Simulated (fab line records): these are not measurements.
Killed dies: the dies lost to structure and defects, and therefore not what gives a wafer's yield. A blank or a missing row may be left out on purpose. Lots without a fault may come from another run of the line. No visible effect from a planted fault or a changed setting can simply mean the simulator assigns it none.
Which tool was responsible? | flow gf180mcu | at 1 step of a route of 602, 15 lots with 45 wafers sampled

WHAT EACH GAUGE READ, for each wafer
GF_CONTACT_OVL_MEAS_15.
lot  | measured     | on         | CONTACT_OVL (nm)
L898 | day 16 02:05 | overlay-01 | -9 -8 -1
L899 | day 16 05:56 | overlay-01 | 13 1 7
L900 | day 16 15:20 | overlay-02 | 1 -4 2
L904 | day 18 14:17 | overlay-02 | 1 -5 5
L903 | day 18 15:24 | overlay-01 | 0 -6 2
L907 | day 19 14:50 | overlay-02 | 3 -3 -4
L909 | day 20 11:00 | overlay-02 | -2 -1 4
L910 | day 20 12:57 | overlay-01 | 4 2 0
L911 | day 21 03:08 | overlay-01 | 4 -3 4
L912 | day 21 04:41 | overlay-02 | 6 -1 4
L913 | day 21 16:08 | overlay-02 | 4 -8 -4
L914 | day 21 23:32 | overlay-02 | 8 -7 2
L915 | day 22 02:44 | overlay-01 | 2 4 4
L916 | day 22 11:23 | overlay-01 | 7 -1 8
L921 | day 24 07:32 | overlay-01 | 8 6 7

WHICH TOOL RAN EACH LOT (tool, then ch and the chambers of the sampled wafers, then the start)
There is no process step in the record ahead of these readings.

AS READ BY THE TOOLS THEMSELVES (means over the sampled wafers that have a number; for cases with no such wafer, the mark the record gives instead)
The record holds no such reading with a usual standard deviation.

THE ANSWER, worked out from the rows above alone
Rule: the usual values come from the lots themselves. The widest of any qualifying gaps counts: lots, ordered by their means at a reading, are off when they make up no more than a third of the lots, leave a main group of 4 or more, and stand apart from it by 3 or more times the standard deviation of that group's means. The tables above print the reading to a certain number of digits; a main group whose means all agree to those digits is not used. Also off: a lot with no number at a reading for which 4 or more lots have one. All remaining lots with rows at the step are treated as sound. First the gauges in route order, then the tools' own readings, where a lot's mean is used as printed above. At the first step where some lot is off, the reading lying furthest off is the one used; lots without a number count as furthest.
Across all readings shown, no lot is off: no conclusion can be drawn from this.

WHAT HAD BEEN PUT IN BY THE SIMULATOR
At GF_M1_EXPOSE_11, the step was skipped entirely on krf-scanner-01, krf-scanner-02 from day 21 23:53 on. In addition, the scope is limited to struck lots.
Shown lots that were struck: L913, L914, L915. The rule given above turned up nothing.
